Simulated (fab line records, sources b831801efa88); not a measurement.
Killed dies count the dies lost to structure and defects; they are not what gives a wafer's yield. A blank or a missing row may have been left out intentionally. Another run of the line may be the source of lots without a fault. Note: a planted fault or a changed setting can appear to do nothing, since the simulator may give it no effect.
The tool behind it: which one? / flow gf180mcu / Sampling: 6 lots, 18 wafers, 3 of 602 route steps

== WHAT THE GAUGES READ, wafer by wafer ==
GF_V1_THK_MEAS_03.
lot=L138; measured=day 18 13:38; on=film metro-03; V1_CVD_02_THK (nm)=838 851 855
lot=L141; measured=day 19 11:37; on=film metro-03; V1_CVD_02_THK (nm)=855 847 869
lot=L143; measured=day 20 08:02; on=film metro-03; V1_CVD_02_THK (nm)=840 842 874
lot=L148; measured=day 22 04:16; on=film metro-03; V1_CVD_02_THK (nm)=473 851 488 473 851 488
lot=L155; measured=day 24 11:52; on=film metro-02; V1_CVD_02_THK (nm)=841 836 846
lot=L158; measured=day 25 04:53; on=film metro-02; V1_CVD_02_THK (nm)=818 821 831

== TOOL THAT RAN EACH LOT (tool first, then ch and the chambers of the sampled wafers, then the start) ==
lot=L138; GF_M1_SPUTTER_00=pvd sputter-01, day 17 12:10; GF_V1_CVD_02=pecvd-02 ch 0,1, day 18 13:35
lot=L141; GF_M1_SPUTTER_00=pvd sputter-02, day 18 10:08; GF_V1_CVD_02=pecvd-01 ch 0,1, day 19 11:32
lot=L143; GF_M1_SPUTTER_00=pvd sputter-04, day 19 06:25; GF_V1_CVD_02=pecvd-01 ch 1,2, day 20 07:58
lot=L148; GF_M1_SPUTTER_00=pvd sputter-04, day 21 03:28; GF_V1_CVD_02=pecvd-01 ch 0,1, day 22 04:13
lot=L155; GF_M1_SPUTTER_00=pvd sputter-04, day 23 12:25; GF_V1_CVD_02=pecvd-04 ch 0,1,2, day 24 11:47
lot=L158; GF_M1_SPUTTER_00=pvd sputter-02, day 24 06:03; GF_V1_CVD_02=pecvd-02 ch 0,1, day 25 04:48
- GF_M1_SPUTTER_00: material Ti, target thk 37.5 nm, time 150 s.
- GF_V1_CVD_02: deposits SiO2 from TEOS, target thk 850 nm, time 94.851 s.

== THE ANSWER, worked out from the rows above alone ==
Rule: usual is defined by the lots themselves. The widest of any qualifying gaps counts: lots, ordered by their means at a reading, are off when they make up no more than a third of the lots, leave a main group of 4 or more, and stand apart from it by 3 or more times the standard deviation of that group's means. Not used: any main group whose means are identical at the precision the tables above print for the reading. Also off: a lot with no number at a reading for which 4 or more lots have one. Where the step has rows for the other lots, those lots are counted as sound.
Off: at GF_V1_THK_MEAS_03 (V1_CVD_02_THK), L148. The main group: mean 844 nm, standard deviation 12.
A tool fits if, at a process step before that reading, it ran every lot that is off, and no sound lot after the first of them. Gauges at GF_V1_THK_MEAS_03: tried the same way as those tools. This does not decide it: 2 tools fit, namely pecvd-01 at GF_V1_CVD_02 and film metro-03 at GF_V1_THK_MEAS_03.

== WHAT THE SIMULATOR HAD PUT IN ==
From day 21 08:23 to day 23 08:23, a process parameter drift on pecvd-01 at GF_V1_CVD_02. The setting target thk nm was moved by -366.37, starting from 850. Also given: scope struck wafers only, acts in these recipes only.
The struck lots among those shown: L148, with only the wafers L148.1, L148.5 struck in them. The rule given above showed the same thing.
